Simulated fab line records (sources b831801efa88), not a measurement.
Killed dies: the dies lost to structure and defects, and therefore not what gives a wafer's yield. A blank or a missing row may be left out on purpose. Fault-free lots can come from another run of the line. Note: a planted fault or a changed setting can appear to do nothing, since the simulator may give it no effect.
fab line records | flow sky130 | part 1 of 2: steps 1 to 27 of 38
[record] lots = 5 | wafers = 15 | lastDay = 50
route steps=708 shown CONTACT@410 METAL1@434
lots that met no fault: from a run of the same line without faults
startH: start of the lot's first displayed wafer, in hours after the record's first day | waitH: hours from the lot's prior step to this one | " repeats the value in the row above | L1.1+2: several wafers, shown together as one row | - no value, or no start given | * or withheld: withheld | < > ~ a bound
route shown NAME@n: NAME is a module with steps in the file, n the number in the route of the first one | usual: mean and standard deviation over wafers with no fault | same: alike in all rows | chamber/n: place in a boat | sites: per-site readings | _std_site: the values' standard deviation | _edge_site: inner sites' mean taken away from outer sites' mean | radiusMm: how far each site lies from the wafer's centre | mask NAME#n: copy n | behind: tool/chamber where the wafer was last shaped | hold: cause of the lot's hold/its duration in hours/its outcome | device: the n, p or np transistor that did not switch | end of line: tests run on the same wafers once the route is complete | a step given without rows: its recipe and nothing more | killed: dies lost to structure and defects at the first sort, not the wafer's yield | map: dies across one wafer; x = killed, . = not, _ = none there
set.NAME: the setting as run; set.NAME@STEP: as run at that earlier step | model.NAME: the simulator's own value behind a step, which no gauge read
lots at selected steps of the route; one table per step, one row per wafer
services: a tool's chamber out of use, with start hour (startH, from the record's first day; less than 0 if before it), hours out, and reason
[[steps]]
[step SKY_CONTACT_CMP_04]
[recipe] material = SiO2 | downForcePsi = 4 | platenRpm = 60 | padVelocityMS = 0.94248
[usual] headPressurePsi = 3.999/0.0089 | motorCurrentA = 11.8/1.3 | timeToEndpointS = 84/5.1
lot.wafer | tool   | chamber | startH | waitH | headPressurePsi | motorCurrentA | timeToEndpointS
L076.3    | cmp-02 | 0       | 748.39 | 0.0   | 3.993           | 9.9           | 78
L076.6    | "      | 0       | "      | "     | 4.016           | 9.8           | 78
L076.5    | "      | 1       | "      | "     | 4.009           | 12.2          | 82
L079.2    | cmp-02 | 0       | 771.55 | 2.3   | 3.995           | 9.7           | 79
L079.1    | "      | 2       | "      | "     | 4.001           | 12.3          | 87
L079.4    | "      | 3       | "      | "     | 4.007           | 11.9          | 87
L080.3    | cmp-01 | 2       | 779.92 | 0.1   | 3.997           | 10.9          | 82
L080.1    | "      | 3       | "      | "     | 3.999           | 11.2          | 90
L080.6    | "      | 0       | "      | "     | 4.003           | 14.5          | 87
L087.1    | cmp-02 | 2       | 827.94 | 0.1   | 3.999           | 12.6          | 86
L087.2    | "      | 0       | "      | "     | 4.001           | 10.1          | 83
L087.5    | "      | 2       | "      | "     | 3.996           | 12.3          | 92
L094.1    | cmp-01 | 2       | 878.47 | 0.1   | 4.004           | 11.5          | 86
L094.5    | "      | 0       | "      | "     | 3.995           | 14.7          | 89
L094.6    | "      | 1       | "      | "     | 3.994           | 12.1          | 85
[step SKY_CONTACT_BOW_MEAS_05]
[recipe] mode = bow
[usual] CONTACT_BOW = 82/6.7
lot.wafer | tool         | chamber | startH | waitH | CONTACT_BOW[um]
L076.3    | filmMetro-04 | -       | 748.73 | 0.3   | 79
L076.5    | "            | -       | "      | "     | 88
L076.6    | "            | -       | "      | "     | 98
L079.1    | filmMetro-03 | -       | 771.85 | 0.1   | 71
L079.2    | "            | -       | "      | "     | 83
L079.4    | "            | -       | "      | "     | 79
L080.1    | filmMetro-03 | -       | 780.12 | 0.1   | 80
L080.3    | "            | -       | "      | "     | 89
L080.6    | "            | -       | "      | "     | 72
L087.1    | filmMetro-04 | -       | 828.19 | 0.2   | 79
L087.2    | "            | -       | "      | "     | 86
L087.5    | "            | -       | "      | "     | 77
L094.1    | filmMetro-03 | -       | 878.67 | 0.1   | 83
L094.5    | "            | -       | "      | "     | 85
L094.6    | "            | -       | "      | "     | 71
[step SKY_CONTACT_DEHYDRATE_06]
[recipe] tempC = 200 | timeS = 60
[usual] plateTempC = 200.03/0.16
lot.wafer | tool          | chamber | startH | waitH | plateTempC
L076.3    | lithoTrack-03 | 0       | 762.21 | 13.5  | 200.11
L076.5    | "             | 0       | "      | "     | 199.94
L076.6    | "             | 0       | "      | "     | 199.83
L079.1    | lithoTrack-02 | 0       | 784.78 | 12.9  | 200.11
L079.2    | "             | 0       | "      | "     | 200.12
L079.4    | "             | 0       | "      | "     | 200.16
L080.1    | lithoTrack-03 | 0       | 793.46 | 13.3  | 200.30
L080.3    | "             | 0       | "      | "     | 200.12
L080.6    | "             | 0       | "      | "     | 199.83
L087.1    | lithoTrack-04 | 0       | 841.02 | 12.8  | 200.26
L087.2    | "             | 0       | "      | "     | 200.13
L087.5    | "             | 0       | "      | "     | 200.01
L094.1    | lithoTrack-02 | 0       | 891.48 | 12.8  | 200.03
L094.5    | "             | 0       | "      | "     | 199.92
L094.6    | "             | 0       | "      | "     | 199.79
[step SKY_CONTACT_HMDS_07]
[recipe] primeTimeS = 60 | primeTempC = 120
lot.wafer  | tool          | chamber | startH | waitH
L076.3+5+6 | lithoTrack-03 | 0       | 762.36 | 0.1
L079.1+2+4 | lithoTrack-02 | 0       | 784.93 | 0.1
L080.1+3+6 | lithoTrack-03 | 0       | 793.61 | 0.1
L087.1+2+5 | lithoTrack-04 | 0       | 841.17 | 0.1
L094.1+5+6 | lithoTrack-02 | 0       | 891.63 | 0.1
[step SKY_CONTACT_COAT_08]
[recipe] resist = BARC | tempC = withheld | timeS = withheld | spinRpm = 3000 | resistThkNm = 60
[usual] dispensePressureKPa = 46.2/2.9
lot.wafer | tool          | chamber | startH | waitH | dispensePressureKPa
L076.3    | lithoTrack-03 | 0       | 762.51 | 0.1   | 49.3
L076.5    | "             | 0       | "      | "     | 49.2
L076.6    | "             | 0       | "      | "     | 49.3
L079.1    | lithoTrack-02 | 0       | 785.08 | 0.1   | 44.8
L079.2    | "             | 0       | "      | "     | 44.7
L079.4    | "             | 0       | "      | "     | 44.8
L080.1    | lithoTrack-03 | 0       | 793.76 | 0.1   | 49.2
L080.3    | "             | 0       | "      | "     | 49.3
L080.6    | "             | 0       | "      | "     | 49.2
L087.1    | lithoTrack-04 | 0       | 841.32 | 0.1   | 43.0
L087.2    | "             | 0       | "      | "     | 43.0
L087.5    | "             | 0       | "      | "     | 43.0
L094.1    | lithoTrack-02 | 0       | 891.78 | 0.1   | 44.7
L094.5    | "             | 0       | "      | "     | 44.7
L094.6    | "             | 0       | "      | "     | 44.7
[step SKY_CONTACT_COAT_09]
[recipe] resist = KrF-thick | spinRpm = 3000 | resistThkNm = 450
[usual] dispensePressureKPa = 46.2/2.9
lot.wafer | tool          | chamber | startH | waitH | dispensePressureKPa
L076.3    | lithoTrack-03 | 0       | -      | -     | 49.2
L076.5    | "             | 0       | "      | "     | 49.2
L076.6    | "             | 0       | "      | "     | 49.2
L079.1    | lithoTrack-02 | 0       | -      | -     | 44.8
L079.2    | "             | 0       | "      | "     | 44.8
L079.4    | "             | 0       | "      | "     | 44.7
L080.1    | lithoTrack-03 | 0       | -      | -     | 49.3
L080.3    | "             | 0       | "      | "     | 49.2
L080.6    | "             | 0       | "      | "     | 49.3
L087.1    | lithoTrack-04 | 0       | -      | -     | 43.0
L087.2    | "             | 0       | "      | "     | 43.0
L087.5    | "             | 0       | "      | "     | 43.0
L094.1    | lithoTrack-02 | 0       | -      | -     | 44.8
L094.5    | "             | 0       | "      | "     | 44.8
L094.6    | "             | 0       | "      | "     | 44.8
[step SKY_CONTACT_SOFTBAKE_10]
[recipe] tempC = 100 | timeS = 90 | resist = KrF-thick
[usual] plateTempC = 100.02/0.14
lot.wafer | tool          | chamber | startH | waitH | plateTempC
L076.3    | lithoTrack-03 | 0       | -      | -     | 99.96
L076.5    | "             | 0       | "      | "     | 100.21
L076.6    | "             | 0       | "      | "     | 99.99
L079.1    | lithoTrack-02 | 0       | -      | -     | 100.17
L079.2    | "             | 0       | "      | "     | 100.06
L079.4    | "             | 0       | "      | "     | 100.16
L080.1    | lithoTrack-03 | 0       | -      | -     | 99.92
L080.3    | "             | 0       | "      | "     | 99.79
L080.6    | "             | 0       | "      | "     | 99.90
L087.1    | lithoTrack-04 | 0       | -      | -     | 100.42
L087.2    | "             | 0       | "      | "     | 100.13
L087.5    | "             | 0       | "      | "     | 100.14
L094.1    | lithoTrack-02 | 0       | -      | -     | 100.01
L094.5    | "             | 0       | "      | "     | 100.09
L094.6    | "             | 0       | "      | "     | 100.07
[step SKY_CONTACT_EXPOSE_11]
[recipe] maskId = CTM1 | na = 0.8 | sourceShape = annular | sigmaInner = 0.55 | sigmaOuter = 0.85 | targetCdNm = 170 | doseMj = 38
[same] na = 0.8
lot.wafer  | tool          | chamber | startH | waitH | mask
L076.3+5+6 | krfScanner-01 | 0       | -      | -     | CTM1#0
L079.1+2+4 | krfScanner-02 | 0       | -      | -     | CTM1#0
L080.1+3+6 | krfScanner-02 | 0       | -      | -     | CTM1#0
L087.1+2+5 | krfScanner-01 | 0       | -      | -     | CTM1#0
L094.1+5+6 | krfScanner-01 | 0       | -      | -     | CTM1#0
[step SKY_CONTACT_PEB_12]
[recipe] pebTempC = withheld | pebTimeS = withheld | resist = KrF-thick
lot.wafer  | tool          | chamber | startH | waitH
L076.3+5+6 | lithoTrack-03 | 0       | -      | -
L079.1+2+4 | lithoTrack-02 | 0       | -      | -
L080.1+3+6 | lithoTrack-04 | 0       | -      | -
L087.1+2+5 | lithoTrack-03 | 0       | -      | -
L094.1+5+6 | lithoTrack-02 | 0       | -      | -
[step SKY_CONTACT_DEVELOP_13]
[recipe] developTimeS = 60 | resist = KrF-thick | devTempC = 21
lot.wafer  | tool          | chamber | startH | waitH
L076.3+5+6 | lithoTrack-03 | 0       | -      | -
L079.1+2+4 | lithoTrack-02 | 0       | -      | -
L080.1+3+6 | lithoTrack-04 | 0       | -      | -
L087.1+2+5 | lithoTrack-03 | 0       | -      | -
L094.1+5+6 | lithoTrack-02 | 0       | -      | -
[step SKY_CONTACT_CD_MEAS_14]
[recipe] targetCdNm = 170
[usual] cdNm = 169.4/1.4
lot.wafer | tool     | chamber | startH | waitH | cdNm
L076.3    | cdSem-01 | -       | 776.15 | -     | 171.2
L076.5    | "        | -       | "      | "     | 170.5
L076.6    | "        | -       | "      | "     | 169.8
L079.1    | cdSem-01 | -       | 799.28 | -     | 170.5
L079.2    | "        | -       | "      | "     | 169.9
L079.4    | "        | -       | "      | "     | 170.0
L080.1    | cdSem-01 | -       | 807.22 | -     | 167.7
L080.3    | "        | -       | "      | "     | 167.5
L080.6    | "        | -       | "      | "     | 167.9
L087.1    | cdSem-02 | -       | 855.41 | -     | 166.2
L087.2    | "        | -       | "      | "     | 167.9
L087.5    | "        | -       | "      | "     | 167.2
L094.1    | cdSem-01 | -       | 905.03 | -     | 170.4
L094.5    | "        | -       | "      | "     | 169.3
L094.6    | "        | -       | "      | "     | 170.1
[step SKY_CONTACT_OVL_MEAS_15]
[usual] CONTACT_OVL = 1/5.2
lot.wafer | tool       | chamber | startH | waitH | CONTACT_OVL[nm]
L076.3    | overlay-02 | -       | 776.24 | 0.1   | 5
L076.5    | "          | -       | "      | "     | -2
L076.6    | "          | -       | "      | "     | 8
L079.1    | overlay-02 | -       | 799.40 | 0.1   | 1
L079.2    | "          | -       | "      | "     | -1
L079.4    | "          | -       | "      | "     | 6
L080.1    | overlay-01 | -       | 807.34 | 0.1   | 5
L080.3    | "          | -       | "      | "     | 6
L080.6    | "          | -       | "      | "     | 5
L087.1    | overlay-01 | -       | 855.53 | 0.1   | 9
L087.2    | "          | -       | "      | "     | -6
L087.5    | "          | -       | "      | "     | 8
L094.1    | overlay-02 | -       | 905.15 | 0.1   | 4
L094.5    | "          | -       | "      | "     | 2
L094.6    | "          | -       | "      | "     | 0
[step SKY_CONTACT_ETCH_16]
[recipe] chemistry = N2/H2 | target = BARC | ionEnergyEv = 200 | sourceW = 500 | biasW = 100 | pressureMtorr = 30 | n2FlowSccm = 100 | h2FlowSccm = 200 | stopOn = SiO2 | timeS = 45.9 | targetDepthA = 600
[usual] drypumpMotorCurrentA = 5.9/0.38 | oesProductAu = 0.856/0.0046 | throttleValvePct = 13.225/0.0088
lot.wafer | tool       | chamber | startH | waitH | drypumpMotorCurrentA | oesProductAu | rfHoursCounterH | throttleValvePct
L076.3    | rieDiel-02 | 1       | 776.26 | 0.0   | 5.6                  | 0.859        | 1               | 13.211
L076.5    | "          | 0       | "      | "     | 6.2                  | 0.856        | -               | 13.235
L076.6    | "          | 1       | "      | "     | 5.5                  | 0.861        | -               | 13.243
L079.1    | rieDiel-01 | 3       | 799.44 | 0.0   | 5.6                  | 0.858        | 13              | 13.219
L079.2    | "          | 1       | "      | "     | 5.5                  | 0.847        | 7               | 13.230
L079.4    | "          | 0       | "      | "     | 6.7                  | 0.862        | 1               | 13.236
L080.1    | rieDiel-03 | 1       | 807.38 | 0.0   | 5.3                  | 0.863        | 20              | 13.216
L080.3    | "          | 2       | "      | "     | 5.7                  | 0.860        | 1               | 13.231
L080.6    | "          | 3       | "      | "     | 6.3                  | 0.852        | -               | 13.221
L087.1    | rieDiel-03 | 1       | 855.57 | 0.0   | 5.3                  | 0.857        | 22              | 13.218
L087.2    | "          | 0       | "      | "     | 5.8                  | 0.845        | 3               | 13.220
L087.5    | "          | 2       | "      | "     | 5.7                  | 0.856        | -               | 13.216
L094.1    | rieDiel-03 | 2       | 905.19 | 0.0   | 5.7                  | 0.862        | 4               | 13.233
L094.5    | "          | 3       | "      | "     | 6.3                  | 0.850        | -               | 13.215
L094.6    | "          | 2       | "      | "     | 5.7                  | 0.847        | -               | 13.212
[step SKY_CONTACT_ETCH_17]
[recipe] target = SiO2 | chemistry = C4F8/O2/Ar | stopOn = Si3N4 | maskMaterial = KrF-thick | sourceW = 1500 | biasW = 1200 | pressureMtorr = 40 | c4f8FlowSccm = withheld | O2_flow_sccm = 6 | Ar_flow_sccm = 300 | timeS = withheld | targetDepthA = 3400
[usual] oesProductAu = 0.892/0.0048
lot.wafer | tool       | chamber | startH | waitH | oesProductAu
L076.3    | rieDiel-02 | 1       | 776.31 | 0.0   | 0.888
L076.5    | "          | 0       | "      | "     | 0.895
L076.6    | "          | 1       | "      | "     | 0.890
L079.1    | rieDiel-01 | 3       | 799.48 | 0.0   | 0.898
L079.2    | "          | 1       | "      | "     | 0.894
L079.4    | "          | 0       | "      | "     | 0.892
L080.1    | rieDiel-03 | 1       | 807.42 | 0.0   | 0.886
L080.3    | "          | 2       | "      | "     | 0.885
L080.6    | "          | 3       | "      | "     | 0.892
L087.1    | rieDiel-03 | 1       | 855.61 | 0.0   | 0.891
L087.2    | "          | 0       | "      | "     | 0.883
L087.5    | "          | 2       | "      | "     | 0.901
L094.1    | rieDiel-03 | 2       | 905.23 | 0.0   | 0.878
L094.5    | "          | 3       | "      | "     | 0.893
L094.6    | "          | 2       | "      | "     | 0.890
[step SKY_CONTACT_ETCH_18]
[recipe] target = Si3N4 | chemistry = CHF3/O2 | stopOn = TiN | sourceW = 600 | biasW = 200 | pressureMtorr = 40 | chf3FlowSccm = 50 | O2_flow_sccm = 5 | timeS = 39 | targetDepthA = 750
[usual] drypumpMotorCurrentA = 5.9/0.38 | oesProductAu = 0.851/0.0076 | throttleValvePct = 8.793/0.0082
lot.wafer | tool       | chamber | startH | waitH | drypumpMotorCurrentA | oesProductAu | rfHoursCounterH | throttleValvePct
L076.3    | rieDiel-02 | 1       | -      | -     | 5.5                  | 0.852        | 1               | 8.787
L076.5    | "          | 0       | "      | "     | 6.2                  | 0.856        | -               | 8.771
L076.6    | "          | 1       | "      | "     | 5.5                  | 0.855        | -               | 8.801
L079.1    | rieDiel-01 | 3       | -      | -     | 5.6                  | 0.847        | 13              | 8.785
L079.2    | "          | 1       | "      | "     | 5.5                  | 0.843        | 7               | 8.793
L079.4    | "          | 0       | "      | "     | 6.7                  | 0.853        | 1               | 8.780
L080.1    | rieDiel-03 | 1       | -      | -     | 5.3                  | 0.850        | 20              | 8.782
L080.3    | "          | 2       | "      | "     | 5.6                  | 0.854        | 1               | 8.787
L080.6    | "          | 3       | "      | "     | 6.3                  | 0.848        | -               | 8.794
L087.1    | rieDiel-03 | 1       | -      | -     | 5.3                  | 0.847        | 22              | 8.794
L087.2    | "          | 0       | "      | "     | 5.8                  | 0.851        | 3               | 8.792
L087.5    | "          | 2       | "      | "     | 5.6                  | 0.843        | -               | 8.792
L094.1    | rieDiel-03 | 2       | -      | -     | 5.6                  | 0.849        | 4               | 8.774
L094.5    | "          | 3       | "      | "     | 6.3                  | 0.868        | -               | 8.799
L094.6    | "          | 2       | "      | "     | 5.7                  | 0.855        | -               | 8.795
[step SKY_CONTACT_STRIP_19]
[recipe] chemistry = O2/N2 | powerW = 1400 | pressureMtorr = 1500 | platenTempC = withheld | o2FlowSccm = 3000 | n2FlowSccm = 300 | overashFraction = 0.5
[usual] drypumpMotorCurrentA = 6.0/0.37 | oesProductAu = 0.380/0.0046 | stripTimeToEndpointS = 3.62/0.032
lot.wafer | tool           | chamber | startH | waitH | drypumpMotorCurrentA | oesProductAu | rfHoursCounterH | stripTimeToEndpointS
L076.3    | plasmaAsher-04 | 1       | 776.43 | -     | 6.0                  | 0.375        | -               | 3.61
L076.5    | "              | 0       | "      | "     | 6.4                  | 0.388        | -               | 3.71
L076.6    | "              | 1       | "      | "     | 6.0                  | 0.379        | -               | 3.63
L079.1    | plasmaAsher-04 | 0       | 799.57 | -     | 6.4                  | 0.380        | 38              | 3.61
L079.2    | "              | 1       | "      | "     | 6.0                  | 0.383        | 38              | 3.59
L079.4    | "              | 0       | "      | "     | 6.4                  | 0.374        | -               | 3.62
L080.1    | plasmaAsher-03 | 0       | 807.51 | -     | 6.1                  | 0.379        | 7               | 3.62
L080.3    | "              | 1       | "      | "     | 6.1                  | 0.371        | -               | 3.62
L080.6    | "              | 0       | "      | "     | 6.1                  | 0.380        | -               | 3.65
L087.1    | plasmaAsher-01 | 1       | 855.70 | -     | 6.4                  | 0.379        | 99              | 3.54
L087.2    | "              | 0       | "      | "     | 5.3                  | 0.373        | 99              | 3.61
L087.5    | "              | 1       | "      | "     | 6.3                  | 0.377        | -               | 3.66
L094.1    | plasmaAsher-01 | 1       | 905.32 | -     | 6.3                  | 0.381        | 104             | 3.62
L094.5    | "              | 1       | "      | "     | 6.4                  | 0.377        | -               | 3.58
L094.6    | "              | 0       | "      | "     | 5.3                  | 0.378        | -               | 3.63
[step SKY_CONTACT_STRIP_20]
[recipe] chemistry = postEtchResidueRemover | timeS = 1200 | tempC = 72.5
lot.wafer  | tool        | chamber | startH | waitH
L076.3+5+6 | wetBench-01 | 1       | 776.50 | 0.0
L079.1+2+4 | wetBench-01 | 2       | 799.67 | 0.1
L080.1+3+6 | wetBench-01 | 0       | 807.61 | 0.1
L087.1+2+5 | wetBench-03 | 0       | 855.80 | 0.1
L094.1+5+6 | wetBench-02 | 2       | 905.42 | 0.1
[step SKY_CONTACT_CLEAN_21]
[recipe] chemistry = IPA | timeS = 180 | tempC = 25
lot.wafer  | tool        | chamber | startH | waitH
L076.3+5+6 | wetBench-02 | 2       | 776.90 | 0.0
L079.1+2+4 | wetBench-02 | 1       | 800.01 | 0.0
L080.1+3+6 | wetBench-02 | 1       | 807.95 | 0.0
L087.1+2+5 | wetBench-02 | 2       | 856.17 | 0.0
L094.1+5+6 | wetBench-03 | 1       | 905.76 | 0.0
[step SKY_CONTACT_CLEAN_22]
[recipe] chemistry = O3/DIW | dry = n2Spin
lot.wafer  | tool        | chamber | startH | waitH
L076.3+5+6 | wetBench-02 | 1       | 776.96 | 0.0
L079.1+2+4 | wetBench-01 | 0       | 800.07 | 0.0
L080.1+3+6 | wetBench-02 | 2       | 808.01 | 0.0
L087.1+2+5 | wetBench-01 | 0       | 856.23 | 0.0
L094.1+5+6 | wetBench-01 | 2       | 905.82 | 0.0
[step SKY_CONTACT_SPUTTER_23]
[recipe] material = TiN | targetThkNm = 20 | chamberPressurePa = 5 | powerW = 4000 | timeS = 80
[usual] throttleValvePct = 29.9/0.88
lot.wafer | tool          | chamber | startH | waitH | throttleValvePct
L076.3    | pvdSputter-02 | -       | 777.05 | 0.0   | 28.6
L076.5    | "             | -       | "      | "     | 29.4
L076.6    | "             | -       | "      | "     | 31.2
L079.1    | pvdSputter-02 | -       | 800.16 | 0.0   | 31.8
L079.2    | "             | -       | "      | "     | 31.0
L079.4    | "             | -       | "      | "     | 28.4
L080.1    | pvdSputter-04 | -       | 808.11 | 0.0   | 29.7
L080.3    | "             | -       | "      | "     | 30.5
L080.6    | "             | -       | "      | "     | 30.6
L087.1    | pvdSputter-04 | -       | 856.34 | 0.0   | 30.5
L087.2    | "             | -       | "      | "     | 29.7
L087.5    | "             | -       | "      | "     | 30.0
L094.1    | pvdSputter-03 | -       | 905.93 | 0.0   | 30.0
L094.5    | "             | -       | "      | "     | 28.6
L094.6    | "             | -       | "      | "     | 30.2
[step SKY_CONTACT_CVD_24]
[recipe] material = W | targetThkNm = 340 | timeS = 102.12 | tempC = 400 | pressureTorr = 40
[usual] heaterPowerW = 848/82
lot.wafer | tool    | chamber | startH | waitH | heaterPowerW | sinceWetCleanH
L076.3    | cvdW-02 | 0       | 777.15 | 0.1   | 841          | -
L076.5    | "       | 1       | "      | "     | 764          | -
L076.6    | "       | 0       | "      | "     | 864          | -
L079.1    | cvdW-01 | 0       | 800.22 | 0.0   | 989          | 396
L079.2    | "       | 1       | "      | "     | 782          | 396
L079.4    | "       | 0       | "      | "     | 984          | -
L080.1    | cvdW-01 | 1       | 808.18 | 0.0   | 791          | 404
L080.3    | "       | 0       | "      | "     | 959          | -
L080.6    | "       | 1       | "      | "     | 803          | -
L087.1    | cvdW-01 | 1       | 856.40 | 0.0   | 803          | 452
L087.2    | "       | 0       | "      | "     | 980          | 452
L087.5    | "       | 0       | "      | "     | 984          | -
L094.1    | cvdW-01 | 1       | 905.99 | 0.0   | 784          | 502
L094.5    | "       | 0       | "      | "     | 972          | -
L094.6    | "       | 1       | "      | "     | 767          | -
[step SKY_CONTACT_RS_MEAS_25]
[recipe] thkMeasGauge = four-point-probe | reads = W_of_CONTACT_CVD_24+TiN_of_CONTACT_SPUTTER_23
[usual] CONTACT_W_RS = 0.341/0.0041
lot.wafer | tool         | chamber | startH | waitH | CONTACT_W_RS[ohm/sq]
L076.3    | filmMetro-03 | -       | 777.26 | 0.1   | 0.341
L076.5    | "            | -       | "      | "     | 0.341
L076.6    | "            | -       | "      | "     | 0.345
L079.1    | filmMetro-03 | -       | 800.33 | 0.1   | 0.340
L079.2    | "            | -       | "      | "     | 0.343
L079.4    | "            | -       | "      | "     | 0.348
L080.1    | filmMetro-01 | -       | 808.29 | 0.1   | 0.342
L080.3    | "            | -       | "      | "     | 0.343
L080.6    | "            | -       | "      | "     | 0.339
L087.1    | filmMetro-04 | -       | 856.51 | 0.1   | 0.334
L087.2    | "            | -       | "      | "     | 0.339
L087.5    | "            | -       | "      | "     | 0.339
L094.1    | filmMetro-03 | -       | 906.10 | 0.1   | 0.342
L094.5    | "            | -       | "      | "     | 0.342
L094.6    | "            | -       | "      | "     | 0.346
[step SKY_CONTACT_THK_MEAS_26]
[recipe] thkMeasGauge = xrf | reads = W_of_CONTACT_CVD_24
[usual] CONTACT_W_THK = 345/5.6
lot.wafer | tool         | chamber | startH | waitH | CONTACT_W_THK[nm]
L076.3    | filmMetro-03 | -       | 777.36 | 0.1   | 342
L076.5    | "            | -       | "      | "     | 343
L076.6    | "            | -       | "      | "     | 338
L079.1    | filmMetro-03 | -       | 800.45 | 0.1   | 342
L079.2    | "            | -       | "      | "     | 341
L079.4    | "            | -       | "      | "     | 338
L080.1    | filmMetro-01 | -       | 808.41 | 0.1   | 342
L080.3    | "            | -       | "      | "     | 343
L080.6    | "            | -       | "      | "     | 346
L087.1    | filmMetro-04 | -       | 856.63 | 0.1   | 354
L087.2    | "            | -       | "      | "     | 349
L087.5    | "            | -       | "      | "     | 352
L094.1    | filmMetro-03 | -       | 906.22 | 0.1   | 341
L094.5    | "            | -       | "      | "     | 337
L094.6    | "            | -       | "      | "     | 335
[step SKY_CONTACT_CMP_27]
[recipe] stopOn = SiO2 | tOverpolishS = 15 | downForcePsi = 3.5 | platenRpm = 60 | targetThkNm = 0 | padVelocityMS = 0.94248
[usual] headPressurePsi = 3.500/0.0082 | motorCurrentA = 10.9/1.2 | overpolishRunS = 15.000/0.0095 | timeToEndpointS = 82/4.4
lot.wafer | tool   | chamber | startH | waitH | headPressurePsi | motorCurrentA | overpolishRunS | timeToEndpointS
L076.3    | cmp-01 | 1       | 777.50 | 0.1   | 3.502           | 11.6          | 14.992         | 81
L076.5    | "      | 3       | "      | "     | 3.495           | 10.4          | 14.997         | 89
L076.6    | "      | 0       | "      | "     | 3.497           | 13.6          | 15.000         | 83
L079.2    | cmp-01 | 0       | 800.51 | 0.0   | 3.491           | 13.5          | 14.994         | 86
L079.1    | "      | 1       | "      | "     | 3.496           | 10.4          | 14.999         | 82
L079.4    | "      | 3       | "      | "     | 3.511           | 10.3          | 14.990         | 86
L080.1    | cmp-02 | 2       | 808.57 | 0.1   | 3.515           | 10.6          | 15.003         | 85
L080.3    | "      | 3       | "      | "     | 3.497           | 11.1          | 15.008         | 88
L080.6    | "      | 0       | "      | "     | 3.485           | 9.6           | 14.984         | 80
L087.1    | cmp-02 | 3       | 856.74 | 0.1   | 3.506           | 10.5          | 15.022         | 86
L087.2    | "      | 0       | "      | "     | 3.505           | 9.3           | 15.008         | 78
L087.5    | "      | 2       | "      | "     | 3.488           | 11.9          | 14.997         | 83
L094.1    | cmp-02 | 3       | 906.38 | 0.1   | 3.491           | 10.2          | 14.998         | 91
L094.6    | "      | 1       | "      | "     | 3.499           | 11.0          | 15.010         | 77
L094.5    | "      | 2       | "      | "     | 3.504           | 11.8          | 14.989         | 85
[step SKY_METAL1_SPUTTER_00]
[recipe] material = Ti | targetThkNm = 15 | powerW = 3000 | timeS = 10 | chamberPressurePa = 0.4
[usual] throttleValvePct = 30.1/1
lot.wafer | tool          | chamber | startH | waitH | throttleValvePct
L076.3    | pvdSputter-03 | -       | 777.70 | 0.1   | 29.7
L076.5    | "             | -       | "      | "     | 30.1
L076.6    | "             | -       | "      | "     | 30.0
L079.1    | pvdSputter-01 | -       | 800.81 | 0.2   | 31.0
L079.2    | "             | -       | "      | "     | 29.7
L079.4    | "             | -       | "      | "     | 31.1
L080.1    | pvdSputter-02 | -       | 808.77 | 0.1   | 31.2
L080.3    | "             | -       | "      | "     | 29.7
L080.6    | "             | -       | "      | "     | 31.1
L087.1    | pvdSputter-02 | -       | 856.99 | 0.2   | 29.5
L087.2    | "             | -       | "      | "     | 31.3
L087.5    | "             | -       | "      | "     | 28.6
L094.1    | pvdSputter-02 | -       | 906.58 | 0.1   | 29.4
L094.5    | "             | -       | "      | "     | 31.3
L094.6    | "             | -       | "      | "     | 28.5
[step SKY_METAL1_SPUTTER_01]
[recipe] material = TiN | targetThkNm = 20 | powerW = 6500 | timeS = 16.7 | chamberPressurePa = 0.4
[usual] throttleValvePct = 30.1/1
lot.wafer | tool          | chamber | startH | waitH | throttleValvePct
L076.3    | pvdSputter-03 | -       | 777.73 | 0.0   | 29.7
L076.5    | "             | -       | "      | "     | 29.8
L076.6    | "             | -       | "      | "     | 29.5
L079.1    | pvdSputter-01 | -       | 800.84 | 0.0   | 30.7
L079.2    | "             | -       | "      | "     | 29.6
L079.4    | "             | -       | "      | "     | 31.2
L080.1    | pvdSputter-02 | -       | 808.79 | 0.0   | 31.5
L080.3    | "             | -       | "      | "     | 29.6
L080.6    | "             | -       | "      | "     | 31.3
L087.1    | pvdSputter-02 | -       | 857.01 | 0.0   | 29.4
L087.2    | "             | -       | "      | "     | 31.2
L087.5    | "             | -       | "      | "     | 28.4
L094.1    | pvdSputter-02 | -       | 906.60 | 0.0   | 29.4
L094.5    | "             | -       | "      | "     | 31.4
L094.6    | "             | -       | "      | "     | 28.7
[step SKY_METAL1_SPUTTER_02]
[recipe] material = AlCu | targetThkNm = 250 | powerW = 10600 | timeS = 13.3 | chamberPressurePa = 0.4
[usual] throttleValvePct = 30.1/1
lot.wafer | tool          | chamber | startH | waitH | throttleValvePct
L076.3    | pvdSputter-03 | -       | 777.75 | 0.0   | 29.6
L076.5    | "             | -       | "      | "     | 30.0
L076.6    | "             | -       | "      | "     | 29.7
L079.1    | pvdSputter-01 | -       | 800.86 | 0.0   | 30.9
L079.2    | "             | -       | "      | "     | 29.8
L079.4    | "             | -       | "      | "     | 31.1
L080.1    | pvdSputter-02 | -       | 808.81 | 0.0   | 31.2
L080.3    | "             | -       | "      | "     | 29.6
L080.6    | "             | -       | "      | "     | 31.1
L087.1    | pvdSputter-02 | -       | 857.04 | 0.0   | 29.7
L087.2    | "             | -       | "      | "     | 31.3
L087.5    | "             | -       | "      | "     | 28.4
L094.1    | pvdSputter-02 | -       | 906.63 | 0.0   | 29.6
L094.5    | "             | -       | "      | "     | 31.2
L094.6    | "             | -       | "      | "     | 28.5
